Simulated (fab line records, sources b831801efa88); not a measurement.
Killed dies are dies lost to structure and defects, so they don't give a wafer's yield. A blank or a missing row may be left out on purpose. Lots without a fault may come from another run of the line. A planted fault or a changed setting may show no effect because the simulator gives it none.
Problem report in the 8D (eight disciplines) form, filled by code | flow gf180mcu | the parts of the form that need people (team, actions taken, sign-off) are left out

1. THE PROBLEM
V3_CVD_02_THK at GF_V3_THK_MEAS_03 reads a mean of 601 nm on 6 wafers of 2 lots; wafers without a fault read 846 nm with a standard deviation of 12. That is -20 standard deviations from the usual mean.
First seen on wafer L347.3, day 24 10:17, on film_metro-02. The record holds 36 wafers of 12 lots with a number at this step. Rule for "out", or "out of limits": more than 4 standard deviations from the usual mean. The other wafers with a number count as sound.

2. WHAT IT IS AND WHAT IT IS NOT
question                    | is                           | is not
which readings at this step | V3_CVD_02_THK                | -
which lots                  | L347, L350                   | L339, L341, L342, L343, L355, L358, L359, L360, L361, L362
which wafers of those lots  | all that have a number       | -
read on which gauges        | film_metro-02, film_metro-04 | film_metro-01
when                        | from day 24 10:17            | up to then (12 sound wafers); but 18 sound wafers of L355, L358, L359, L360, L361, L362 came after

3. SUSPECTS, AND WHAT RULES EACH OUT
Counting: a tool at a process step up to the reading stays a suspect if it ran every lot that is out and no sound lot after the first of them.
- the gauge at GF_V3_THK_MEAS_03: ruled out. The wafers that are out were read on 2 gauges (film_metro-02, film_metro-04).
- pecvd-02 at GF_V3_CVD_02 (deposits SiO2 from TEOS, target thk 850 nm, time 94.851 s): ruled out as a lasting fault. Sound lots L360, L361, L362 ran on it after its first lot that is out, L347 (day 24 10:11).
Left after counting: nothing in the record.

4. THE CAUSE (what the simulator had put in)
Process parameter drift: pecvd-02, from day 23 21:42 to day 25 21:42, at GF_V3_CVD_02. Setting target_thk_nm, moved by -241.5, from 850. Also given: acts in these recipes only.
Counting ruled it out, wrongly: the rule takes a fault to strike every lot that its tool runs from its start on, and this one did not.

5. THE CHAIN OF EFFECTS, in route order
Each row: a reading whose mean over the struck wafers that have a number lies more than 3 standard deviations from the usual. Only readings for which the record gives a usual standard deviation are gone through. hours: the time from each lot's start at the first step in this table that gives one to its start at this step, as a median over the lots. sigmas: the change in usual standard deviations.
hours | step              | reading        | usual      | on struck wafers | change | sigmas
0     | GF_V3_THK_MEAS_03 | V3_CVD_02_THK  | 846 nm     | 601              | -245   | -20
-     | GF_V3_ETCH_17     | oes_product_au | 0.857 a.u. | 0.830            | -0.027 | -6.7
The process steps in it:
- GF_V3_ETCH_17: etches SiO2 in C4F8/O2/Ar, stops on TiN, target depth 635 nm.

6. WHAT WOULD HAVE CAUGHT IT SOONER
In this record the first reading out of limits at a measuring or inspecting step was taken at day 24 10:17, 13 hours after the fault began at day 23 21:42.
Of the tool readings at GF_V3_CVD_02 for which the record gives a usual standard deviation, none was out on any struck wafer, so an alarm limit of 4 standard deviations on them would not have fired.
